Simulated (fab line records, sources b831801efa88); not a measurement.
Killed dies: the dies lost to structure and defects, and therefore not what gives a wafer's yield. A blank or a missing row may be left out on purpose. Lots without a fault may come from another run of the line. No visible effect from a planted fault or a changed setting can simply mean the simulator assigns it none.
Split-lot experiment + flow gf180mcu + 23 wafers read from 5 lots, route of 602 steps

== SPLIT DETAILS ==
At GF_HV_LDD_COAT_41 (resist thk 1000 nm), the setting spinRpm was moved away from the recipe's 3000 rpm on 11 of the 23 wafers read, by +2.7% to +7.5%. This setting was run at the recipe's value on the other wafers.

== FROM THE SPLIT TO THE READING: what the file shows between them, 3 steps ==
- GF_HV_LDD_SOFTBAKE_42: time 60 s
- GF_HV_LDD_EXPOSE_43: exposes mask Pplus HV AREA, target cd 400 nm
- GF_HV_LDD_PEB_44

== THE READING ==
HV_LDD.cdNm (the simulator's own value, which no gauge read), in nm, at GF_HV_LDD_DEVELOP_45 (develop time 57.46 s). The file gives no usual value for it. The 12 wafers here that ran the recipe average 396.6 nm, standard deviation 2.5 nm.

| wafer  | tool, chamber at the split | spinRpm as run, rpm | against the recipe | HV_LDD.cdNm, nm | against lot-mates on the recipe |
|--------|----------------------------|---------------------|--------------------|-----------------|---------------------------------|
| L074.1 | lithoTrack-03, 0           | 3000                | recipe             | 397.6           | -                               |
| L074.2 | lithoTrack-03, 0           | 3000                | recipe             | 395.5           | -                               |
| L074.3 | lithoTrack-03, 0           | 3089                | +3.0%              | 397.4           | +0.8                            |
| L074.4 | lithoTrack-03, 0           | 3089                | +3.0%              | 398.5           | +1.9                            |
| L074.6 | lithoTrack-03, 0           | 3089                | +3.0%              | 397.9           | +1.3                            |
| L075.1 | lithoTrack-01, 0           | 3000                | recipe             | 394.3           | -                               |
| L075.2 | lithoTrack-01, 0           | 3201                | +6.7%              | 398.8           | +4.5                            |
| L075.3 | lithoTrack-01, 0           | 3000                | recipe             | 393.8           | -                               |
| L075.5 | lithoTrack-01, 0           | 3000                | recipe             | 394.8           | -                               |
| L075.6 | lithoTrack-01, 0           | 3201                | +6.7%              | 398.4           | +4.1                            |
| L077.1 | lithoTrack-03, 0           | 3224                | +7.5%              | 398.1           | +4.2                            |
| L077.2 | lithoTrack-03, 0           | 3224                | +7.5%              | 396.7           | +2.8                            |
| L077.4 | lithoTrack-03, 0           | 3000                | recipe             | 393.6           | -                               |
| L077.5 | lithoTrack-03, 0           | 3000                | recipe             | 394.1           | -                               |
| L077.6 | lithoTrack-03, 0           | 3224                | +7.5%              | 397.6           | +3.8                            |
| L080.1 | lithoTrack-04, 0           | 3000                | recipe             | 399.2           | -                               |
| L080.3 | lithoTrack-04, 0           | 3000                | recipe             | 401.5           | -                               |
| L080.5 | lithoTrack-04, 0           | 3000                | recipe             | 398.9           | -                               |
| L081.1 | lithoTrack-03, 0           | 3080                | +2.7%              | 399.9           | +2.0                            |
| L081.2 | lithoTrack-03, 0           | 3080                | +2.7%              | 401.3           | +3.4                            |
| L081.3 | lithoTrack-03, 0           | 3000                | recipe             | 398.4           | -                               |
| L081.4 | lithoTrack-03, 0           | 3080                | +2.7%              | 401.5           | +3.6                            |
| L081.6 | lithoTrack-03, 0           | 3000                | recipe             | 397.4           | -                               |

FIT RESULTS
A straight line over all 23 wafers: HV_LDD.cdNm changes by +0.211 nm for each +1% of spinRpm; r = +0.26; the points scatter about the line by 2.4 nm.
The same after taking each lot's own level away (the mean of its wafers on the recipe; 23 wafers): +0.545 nm for each +1%; r = +0.86; scatter 0.94 nm.
Per that fit: largest spinRpm move, reading shift of 4.1 nm.
Measured against the standard deviation above, the lots' own levels, which go from 393.85 to 399.87 nm, span 2.4 times it.
So the lot-to-lot level blurs the effect unless lot-mates are compared.
Check: with one of the wafers moved furthest among these (+7.5%) left out of the fit, the line predicts +4.23 nm for it against its lot-mates. Against them it came out at +4.25 nm.

== THESE WAFERS: OTHER SPLITS ==
Other splits were also applied to these wafers ahead of the reading. Each is held against what the fit with the lots' levels taken away leaves over:
| other split on the same wafers    | wafers away from the commonest value | r with HV_LDD.cdNm (lot level and that fit taken away) |
|-----------------------------------|--------------------------------------|--------------------------------------------------------|
| GF_POLY_GATE_OXIDATION_16 tempC   | 15                                   | -0.12                                                  |
| GF_HV_LDD_DEVELOP_06 developTimeS | 7                                    | +0.02                                                  |
| GF_HV_LDD_COAT_26 resistThkNm     | 9                                    | -0.09                                                  |
| GF_HV_LDD_IMPLANT_34 tiltDeg      | 6                                    | -0.45                                                  |

== THE WHOLE CHAIN: every reading that the file lists as answering this split, in the file's order ==
| step                 | what it does         | reading                                                                          | change (the file's fit)               | r (the file's) |
|----------------------|----------------------|----------------------------------------------------------------------------------|---------------------------------------|----------------|
| GF_HV_LDD_COAT_41    | resist thk 1000 nm   | NOVOLAK_of_HV_LDD_COAT_41.thkNm (the simulator's own value, which no gauge read) | -4.91 nm for each +1% of the setting  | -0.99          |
| GF_HV_LDD_DEVELOP_45 | develop time 57.46 s | HV_LDD.cdNm (the simulator's own value, which no gauge read)                     | +0.577 nm for each +1% of the setting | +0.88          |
| GF_HV_LDD_STRIP_49   | strips in O2/N2      | stripTimeToEndpointS                                                             | withheld for each +1% of the setting  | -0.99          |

== FILE'S OWN FIT ==
HV_LDD.cdNm changes by +0.577 nm for each +1% of spinRpm, r = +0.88.
